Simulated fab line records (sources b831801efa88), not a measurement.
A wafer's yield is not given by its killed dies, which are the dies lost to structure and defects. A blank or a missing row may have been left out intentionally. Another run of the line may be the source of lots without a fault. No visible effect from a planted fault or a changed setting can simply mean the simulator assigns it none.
8D (eight disciplines) problem report, filled in by code :: flow gf180mcu :: the parts of the form that need people (team, actions taken, sign-off) are left out

1. WHAT WENT WRONG
DNWELL_TW at GF_DNWELL_TW_MEAS_09 reads a mean of 1519 on 3 wafers of 3 lots; wafers without a fault read 1356 with a standard deviation of 8.6. Measured from the usual mean, that is +19 standard deviations.
The first sign was on wafer L200.4 at day 3 16:45, on filmMetro-01. Wafers with a number at this step in the record: 36, from 13 lots. Rule for "out" (also "out of limits"): further than 4 standard deviations from the usual mean. Any other wafer with a number is counted as sound.

2. WHAT IT IS, AND WHAT IT ISN'T
question: which readings at this step
is: DNWELL_TW
is not: -

question: which lots
is: L200, L202, L208
is not: L196, L197, L198, L209, L210, L212, L213, L214, L215, L219

question: which wafers of those lots
is: L200.4, L202.1, L208.1
is not: L200.2, L202.2, L208.5

question: read on which gauges
is: filmMetro-01, filmMetro-03
is not: filmMetro-04

question: when
is: from day 3 16:45
is not: up to then (10 sound wafers); but 23 sound wafers of L202, L208, L209, L210, L212, L213, L214, L215, L219 came after

3. THE SUSPECTS, EACH WITH WHAT RULES IT OUT
Counting: a tool at a process step up to the reading stays a suspect if it ran every lot that is out. Sound lots after the first of them don't rule it out here, since some wafers of a struck lot are sound.
- ruled out: the gauge at GF_DNWELL_TW_MEAS_09. Those wafers that are out were read across 2 gauges (filmMetro-01, filmMetro-03).
- cmp-01 at GF_STI_CMP_25 (polishes, stops on Si3N4, t overpolish 33 s, target thk 524.6 nm): kept. It processed each lot that is out (first: L200, day 3 00:40); up to then, its last sound lot is L197 (day 2 08:44).
- implanter-01 at GF_DNWELL_IMPLANT_07: kept. It processed each lot that is out (first: L200, day 3 16:31); up to then, its last sound lot is L197 (day 2 23:35). Its own beamOnS, faradayCurrentUA readings are out on those wafers.
Left after counting: cmp-01 at GF_STI_CMP_25, implanter-01 at GF_DNWELL_IMPLANT_07.

4. THE CAUSE (what the simulator had put in)
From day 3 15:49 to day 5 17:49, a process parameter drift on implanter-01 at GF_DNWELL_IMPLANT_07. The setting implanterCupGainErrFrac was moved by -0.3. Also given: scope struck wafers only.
After counting, 2 suspects remain, this tool included.

5. SEQUENCE OF EFFECTS, ordered by route
Each row: a reading whose mean over the struck wafers that have a number lies more than 3 standard deviations from the usual. Readings are gone through only where the record gives a usual standard deviation; hours: the median, over the lots, of the time from a lot's start at the first step in this table giving one to that lot's start at this step; sigmas: the change measured in usual standard deviations.
hours: 0
step: GF_DNWELL_IMPLANT_07
reading: beamOnS
usual: 10.02 s
on struck wafers: 14.23
change: +4.21
sigmas: +21

hours: 0
step: GF_DNWELL_IMPLANT_07
reading: faradayCurrentUA
usual: 56.3
on struck wafers: 39.8
change: -16.5
sigmas: -15

hours: 0
step: GF_DNWELL_TW_MEAS_09
reading: DNWELL_TW
usual: 1356
on struck wafers: 1519
change: +163
sigmas: +19
Its process steps:
- GF_DNWELL_IMPLANT_07

6. HOW IT WOULD HAVE BEEN CAUGHT EARLIER
In this record the first reading out of limits at a measuring or inspecting step was taken at day 3 16:45, 1 hour after the fault began at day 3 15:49.
Tool's own readings at GF_DNWELL_IMPLANT_07, beamOnS, faradayCurrentUA: out on all struck wafers the step has rows for; an alarm limit on them would have tripped on the first.
Of the lots that are out (3), L202, L208 began GF_DNWELL_IMPLANT_07 on implanter-01 after day 3 16:45. A hold on the tool at that time would have spared those 2.
